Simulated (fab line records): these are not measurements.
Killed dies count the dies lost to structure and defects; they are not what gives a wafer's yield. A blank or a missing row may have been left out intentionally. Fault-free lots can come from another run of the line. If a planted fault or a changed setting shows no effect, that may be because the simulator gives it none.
Matching of chambers / flow gf180mcu / 3 sister chambers for GF_POLY_GATE_ETCH_13 on rieSi-01
The step etches poly-Si in HBr/Cl2, stops on SiO2, target depth 198.5 nm, time 69.6 s. 18 wafers are shown with their chamber, then 6 later ones without.

WAFERS WITH THEIR CHAMBER
wafer=L137.1; chamber=3; drypumpMotorCurrentA (A)=6.0; oesProductAu (a.u.)=0.981; throttleValvePct (%)=33.683
wafer=L137.5; chamber=2; drypumpMotorCurrentA (A)=5.6; oesProductAu (a.u.)=0.994; throttleValvePct (%)=33.669
wafer=L137.6; chamber=3; drypumpMotorCurrentA (A)=6.0; oesProductAu (a.u.)=0.990; throttleValvePct (%)=33.685
wafer=L139.1; chamber=2; drypumpMotorCurrentA (A)=5.5; oesProductAu (a.u.)=0.991; throttleValvePct (%)=33.681
wafer=L139.2; chamber=3; drypumpMotorCurrentA (A)=6.0; oesProductAu (a.u.)=0.983; throttleValvePct (%)=33.677
wafer=L139.5; chamber=3; drypumpMotorCurrentA (A)=6.0; oesProductAu (a.u.)=0.988; throttleValvePct (%)=33.693
wafer=L142.2; chamber=1; drypumpMotorCurrentA (A)=5.1; oesProductAu (a.u.)=0.998; throttleValvePct (%)=33.684
wafer=L142.3; chamber=2; drypumpMotorCurrentA (A)=5.6; oesProductAu (a.u.)=0.993; throttleValvePct (%)=33.691
wafer=L142.4; chamber=3; drypumpMotorCurrentA (A)=6.0; oesProductAu (a.u.)=0.992; throttleValvePct (%)=33.673
wafer=L153.1; chamber=2; drypumpMotorCurrentA (A)=5.6; oesProductAu (a.u.)=0.989; throttleValvePct (%)=33.684
wafer=L153.2; chamber=1; drypumpMotorCurrentA (A)=5.1; oesProductAu (a.u.)=0.990; throttleValvePct (%)=33.683
wafer=L153.5; chamber=1; drypumpMotorCurrentA (A)=5.1; oesProductAu (a.u.)=0.995; throttleValvePct (%)=33.682
wafer=L155.2; chamber=3; drypumpMotorCurrentA (A)=6.0; oesProductAu (a.u.)=0.997; throttleValvePct (%)=33.670
wafer=L155.3; chamber=2; drypumpMotorCurrentA (A)=5.6; oesProductAu (a.u.)=1.005; throttleValvePct (%)=33.675
wafer=L155.6; chamber=1; drypumpMotorCurrentA (A)=5.1; oesProductAu (a.u.)=1.006; throttleValvePct (%)=33.692
wafer=L156.3; chamber=1; drypumpMotorCurrentA (A)=5.1; oesProductAu (a.u.)=0.997; throttleValvePct (%)=33.676
wafer=L156.4; chamber=2; drypumpMotorCurrentA (A)=5.6; oesProductAu (a.u.)=0.991; throttleValvePct (%)=33.671
wafer=L156.5; chamber=3; drypumpMotorCurrentA (A)=6.0; oesProductAu (a.u.)=0.987; throttleValvePct (%)=33.687

SIGNATURES (means of the wafers above)
reading=drypumpMotorCurrentA; chamber 1=5.100; chamber 2=5.583; chamber 3=6.000; scatter within a chamber=0.0236
reading=oesProductAu; chamber 1=0.99720; chamber 2=0.99383; chamber 3=0.98829; scatter within a chamber=0.00563
reading=throttleValvePct; chamber 1=33.68340; chamber 2=33.67850; chamber 3=33.68114; scatter within a chamber=0.00767
Rule: for a wafer and a chamber, the distance is found by dividing, reading by reading, the gap between the wafer's reading and the chamber's mean by the reading's scatter, squaring, summing and taking the root. The wafer belongs to the nearest chamber; if the next one is less than 2 further off, it can't be placed. How the scatter is found: for the shown wafers, subtract from each reading the mean of its chamber, square and add these, divide the total by (wafers less chambers), then take the root.

WAFERS MISSING THEIR CHAMBER
wafer=L157.5; drypumpMotorCurrentA (A)=6.0; oesProductAu (a.u.)=0.979; throttleValvePct (%)=33.686
wafer=L158.1; drypumpMotorCurrentA (A)=5.5; oesProductAu (a.u.)=0.987; throttleValvePct (%)=33.686
wafer=L158.3; drypumpMotorCurrentA (A)=6.0; oesProductAu (a.u.)=0.983; throttleValvePct (%)=33.676
wafer=L158.5; drypumpMotorCurrentA (A)=5.1; oesProductAu (a.u.)=0.985; throttleValvePct (%)=33.687
wafer=L159.2; drypumpMotorCurrentA (A)=5.6; oesProductAu (a.u.)=0.991; throttleValvePct (%)=33.677
wafer=L159.6; drypumpMotorCurrentA (A)=5.1; oesProductAu (a.u.)=0.992; throttleValvePct (%)=33.678

WHICH CHAMBER EACH WENT THROUGH
wafer=L157.5; from the rows above=3; in truth=3
wafer=L158.1; from the rows above=2; in truth=2
wafer=L158.3; from the rows above=3; in truth=3
wafer=L158.5; from the rows above=1; in truth=1
wafer=L159.2; from the rows above=2; in truth=2
wafer=L159.6; from the rows above=1; in truth=1
6 of 6 placed correctly. Left unplaced by these rows: 0. Number placed wrongly: 0.
